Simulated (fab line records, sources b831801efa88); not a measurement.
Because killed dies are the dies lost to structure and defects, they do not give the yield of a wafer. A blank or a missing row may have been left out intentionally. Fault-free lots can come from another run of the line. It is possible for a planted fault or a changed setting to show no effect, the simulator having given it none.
Chamber matching | flow gf180mcu | cmp-01 running GF_V4_CMP_26: 4 sister chambers
The step polishes, stops on SiO2, t overpolish 15 s, target thk 0 nm. 8 wafers are shown with their chamber, then 12 later ones without.

== EACH WAFER AND ITS CHAMBER ==
wafer  | chamber | motor_current_A (A) | time_to_endpoint_s (s)
L079.3 | 0       | 11.4                | 87
L080.6 | 3       | 10.8                | 81
L083.4 | 0       | 12.0                | 84
L083.6 | 1       | 10.3                | 79
L086.4 | 3       | 11.1                | 85
L089.4 | 2       | 10.3                | 85
L089.5 | 1       | 10.3                | 82
L089.6 | 2       | 10.7                | 88

== WAFERS WHOSE CHAMBER IS MISSING ==
wafer  | motor_current_A (A) | time_to_endpoint_s (s)
L090.1 | 10.9                | 81
L090.5 | 10.8                | 84
L090.6 | 10.4                | 84
L091.1 | 12.1                | 86
L091.2 | 10.9                | 83
L091.5 | 10.3                | 85
L094.3 | 11.8                | 85
L094.4 | 10.7                | 79
L094.5 | 11.2                | 81
L096.1 | 11.0                | 84
L096.2 | 10.8                | 84
L096.6 | 10.8                | 76

== THE CHAMBER EACH PASSED THROUGH ==
wafer  | from the rows above          | in truth
L090.1 | can't be placed: 3 or 1 or 2 | 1
L090.5 | can't be placed: 3 or 2 or 1 | 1
L090.6 | can't be placed: 2 or 1 or 3 | 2
L091.1 | 0                            | 0
L091.2 | can't be placed: 3 or 2      | 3
L091.5 | can't be placed: 2 or 1 or 3 | 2
L094.3 | 0                            | 0
L094.4 | can't be placed: 1 or 3 or 2 | 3
L094.5 | can't be placed: 3 or 0      | 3
L096.1 | can't be placed: 3 or 2      | 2
L096.2 | can't be placed: 3 or 2 or 1 | 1
L096.6 | can't be placed: 1 or 3      | 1
Correctly placed: 2 of 12. Cannot be placed on the basis of these rows: 10; the candidates contain the true chamber in 10. Number placed wrongly: 0.
How it was worked out, from the rows above alone: a wafer's distance from a chamber is the root of the sum, over the readings, of the square of ((its reading less the chamber's mean) divided by the reading's scatter). If the next closest chamber is less than 2 further off than the closest, the wafer can't be placed; otherwise it belongs to the closest. For every chamber, the mean is computed from those of its wafers that are shown. The scatter is the square root of a quotient: the sum, over the shown wafers, of each reading's squared deviation from its chamber's mean, divided by wafers minus chambers.
